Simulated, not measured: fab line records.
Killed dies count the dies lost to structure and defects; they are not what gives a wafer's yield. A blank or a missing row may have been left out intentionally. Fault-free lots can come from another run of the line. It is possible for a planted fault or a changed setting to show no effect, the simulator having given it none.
2 desks looking at one fault -- flow sky130 -- what lay behind the numbers comes last; until then each desk has only its own

== THE TOOL OWNER'S DESK: rie diel-01 ==
The tool's own readings at SKY_FIELD_ISO_ETCH_14 (etches BARC in N2/H2, stops on SiO2, time 45.9 s, target depth 60 nm): means of the sampled wafers that have a number, for each lot that ran on this tool. A lot is out of limits, marked OUT, if its mean lies more than 4 standard deviations from the usual mean; the brackets give that distance.
Columns: A = drypump motor current A at SKY_FIELD_ISO_ETCH_14, usual 6.0 A; B = oes product au at SKY_FIELD_ISO_ETCH_14, usual 0.854 a.u.; C = run length s at SKY_FIELD_ISO_ETCH_14, usual 74.1 s; D = throttle valve pct at SKY_FIELD_ISO_ETCH_14, usual 13.226 %
lot,first seen here,A,B,C,D
L783,day 2 14:26,5.7,0.851,73.8,13.230
L785,day 3 03:41,5.9,0.852,73.7,13.218
L788,day 3 17:51,5.8,0.921 (+14) OUT,61.5 (-23) OUT,13.233
L794,day 5 01:15,5.9,0.988 (+27) OUT,50.2 (-43) OUT,13.234
This desk's verdict: out of limits on L788, L794, starting with L788 at day 3 17:51 (oes product au at SKY_FIELD_ISO_ETCH_14). In limits: L783, L785.

== AT THE METROLOGY DESK ==
Lot by lot, what the gauges showed, no matter which tool ran the lot: averages of those sampled wafers that carry a number. A lot is out of limits, marked OUT, if its mean lies more than 4 standard deviations from the usual mean; the brackets give that distance.
Columns: A = DNWELL_TW at SKY_DNWELL_TW_MEAS_09, usual 1114
lot,first seen here,A
L781,day 3 05:14,1115
L782,day 3 09:09,1113
L783,day 3 14:53,1111
L784,day 3 19:28,1110
L785,day 4 05:46,1119
L786,day 4 09:08,1110
L788,day 4 20:18,1108
L798,day 6 23:27,1118
L799,day 7 06:02,1117
L800,day 7 12:37,1119
L802,day 7 17:50,1127
L803,day 8 01:23,1122
L804,day 8 08:13,1103
This desk's verdict: no lot among the 13 shows anything out of limits.

== ALL TOGETHER ==
The tool owner's desk could have raised an alarm at day 3 17:51, on L788, L794.
Nothing out of limits was seen by the metrology desk.
The metrology desk has L788 on record, within its limits.
The metrology desk has no number on record for L794.
All the named lots went through SKY_FIELD_ISO_ETCH_14 on rie diel-01.

== WHAT THE SIMULATOR HAD INSERTED ==
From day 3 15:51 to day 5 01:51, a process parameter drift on rie diel-01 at SKY_FIELD_ISO_ETCH_14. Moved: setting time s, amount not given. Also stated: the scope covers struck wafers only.
Shown lots that were struck: L788, L794.
Time in hours from fault onset to the first out-of-limits reading at each desk: the tool owner's desk, 2.
